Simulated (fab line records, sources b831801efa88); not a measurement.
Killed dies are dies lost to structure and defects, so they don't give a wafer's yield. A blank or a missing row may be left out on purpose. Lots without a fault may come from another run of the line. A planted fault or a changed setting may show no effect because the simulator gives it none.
Chamber matching | flow gf180mcu | GF_V3_CMP_26 on cmp-02: 4 sister chambers
The step polishes, stops on SiO2, t overpolish 15 s, target thk 0 nm. 14 wafers are shown with their chamber, then 7 later ones without.

WAFERS WITH THEIR CHAMBER
wafer  | chamber | motor_current_A (A) | time_to_endpoint_s (s) | overpolish_run_s (s)
L987.2 | 2       | 10.3                | 76                     | 15.004
L987.5 | 0       | 12.3                | 84                     | 15.016
L987.6 | 1       | 12.5                | 81                     | 14.998
L989.3 | 0       | 12.1                | 84                     | 14.999
L989.5 | 1       | 12.9                | 81                     | 14.999
L989.6 | 0       | 12.7                | 82                     | 14.987
L991.1 | 1       | 12.7                | 87                     | 14.997
L991.5 | 1       | 12.3                | 88                     | 15.016
L991.6 | 2       | 11.3                | 81                     | 14.987
L994.2 | 2       | 10.6                | 82                     | 15.014
L994.4 | 3       | 11.6                | 84                     | 15.012
L994.5 | 0       | 12.4                | 87                     | 15.004
L995.1 | 2       | 10.8                | 80                     | 14.985
L995.3 | 1       | 12.6                | 86                     | 15.001

SIGNATURES (means of the wafers above)
reading            | chamber 0 | chamber 1 | chamber 2 | chamber 3 | scatter within a chamber
motor_current_A    | 12.375    | 12.600    | 10.750    | 11.600    | 0.303
time_to_endpoint_s | 84.25     | 84.60     | 79.75     | 84.00     | 2.81
overpolish_run_s   | 15.00150  | 15.00220  | 14.99750  | 15.01200  | 0.0112
Rule: a wafer's distance from a chamber is the root of the sum, over the readings, of the square of ((its reading less the chamber's mean) divided by the reading's scatter). The wafer belongs to the nearest chamber; if the next one is less than 2 further off, it can't be placed. The scatter: the root of (the sum of the squares of (reading less its chamber's mean) over the shown wafers, divided by (wafers less chambers)).

WAFERS WITHOUT THEIR CHAMBER
wafer  | motor_current_A (A) | time_to_endpoint_s (s) | overpolish_run_s (s)
L995.6 | 12.7                | 90                     | 14.988
L996.1 | 12.5                | 84                     | 14.998
L996.2 | 11.3                | 81                     | 15.009
L996.3 | 10.7                | 75                     | 14.993
L998.2 | 11.4                | 79                     | 15.000
L998.3 | 10.5                | 78                     | 15.012
L998.5 | 11.3                | 82                     | 15.016

WHICH CHAMBER EACH WENT THROUGH
wafer  | from the rows above          | in truth
L995.6 | can't be placed: 1 or 0      | 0
L996.1 | can't be placed: 0 or 1      | 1
L996.2 | can't be placed: 3 or 2      | 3
L996.3 | 2                            | 2
L998.2 | can't be placed: 2 or 3 or 0 | 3
L998.3 | 2                            | 2
L998.5 | can't be placed: 3 or 2      | 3
Placed correctly: 2 of 7. Can't be placed from these rows: 5 (the true chamber is among the candidates in 5). Placed wrongly: 0.
